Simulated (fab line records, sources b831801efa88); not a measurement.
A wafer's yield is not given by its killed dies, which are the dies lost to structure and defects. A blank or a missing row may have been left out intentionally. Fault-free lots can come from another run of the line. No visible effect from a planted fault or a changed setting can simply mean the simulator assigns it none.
One fault seen from 2 desks -- flow gf180mcu -- numbers are kept per desk, each desk with only its own; the story behind them comes last

== TOOL OWNER'S DESK, lpcvd-01 ==
The tool's own readings at GF_POLY_GATE_CVD_00 (deposits poly-Si, target thk 200 nm, time 1200 s): means of the sampled wafers that have a number, for each lot that ran on this tool. Any lot whose mean is over 4 standard deviations away from the usual mean is out of limits and marked OUT; that distance is given in the brackets.
Columns: A = zone_power_top_pct at GF_POLY_GATE_CVD_00, usual 20.9 %
lot,first seen here,A
L392,day 9 14:41,20.9
L394,day 9 23:50,20.7
L396,day 10 12:23,18.5
L397,day 10 20:19,20.7
L401,day 11 21:34,20.8
This desk's verdict: no lot among the 5 shows anything out of limits.

== FROM THE METROLOGY DESK ==
Means of the sampled wafers that have a number, per lot and without regard to the tool the lot ran on: this is what the gauges read. Any lot whose mean is over 4 standard deviations away from the usual mean is out of limits and marked OUT; that distance is given in the brackets.
Columns: A = VT_IMPLANT_03_OVL at GF_VT_IMPLANT_OVL_MEAS_40, usual 0.1 nm; B = NWELL_RS at GF_VT_IMPLANT_RS_MEAS_47, usual 487.8 ohm/sq; C = POLY_GATE_CVD_00_THK at GF_POLY_GATE_THK_MEAS_01, usual 199.5 nm; D = cd_nm at GF_POLY_GATE_CD_MEAS_10, usual 279.6 nm
lot,first seen here,A,B,C,D
L392,day 8 16:47,-0.7,489.0,201.0,279.8
L393,day 8 20:06,-0.6,486.5,198.3,279.4
L394,day 9 00:43,-0.2,488.2,200.1,280.8
L395,day 9 10:49,-0.0,488.2,198.8,278.2
L396,day 9 14:39,-0.6,487.2,196.5,280.6
L397,day 9 20:46,0.1,489.8,200.4,277.8
L399,day 10 07:22,0.6,485.0,197.4,279.6
L400,day 10 15:22,-1.4,486.6,197.5,281.4
L401,day 10 18:24,1.1,488.8,193.9,280.7
L408,day 12 19:12,0.1,486.4,199.1,279.8
L410,day 13 11:36,0.9,489.1,197.4,280.4
L411,day 13 15:10,0.1,487.5,199.4,278.1
L412,day 13 23:06,0.3,489.2,199.4,281.1
This desk's verdict: no lot among the 13 shows anything out of limits.

== PUT TOGETHER ==
The tool owner's desk saw nothing out of limits.
Metrology desk: nothing out of limits seen.

== WHAT HAD BEEN PUT IN BY THE SIMULATOR ==
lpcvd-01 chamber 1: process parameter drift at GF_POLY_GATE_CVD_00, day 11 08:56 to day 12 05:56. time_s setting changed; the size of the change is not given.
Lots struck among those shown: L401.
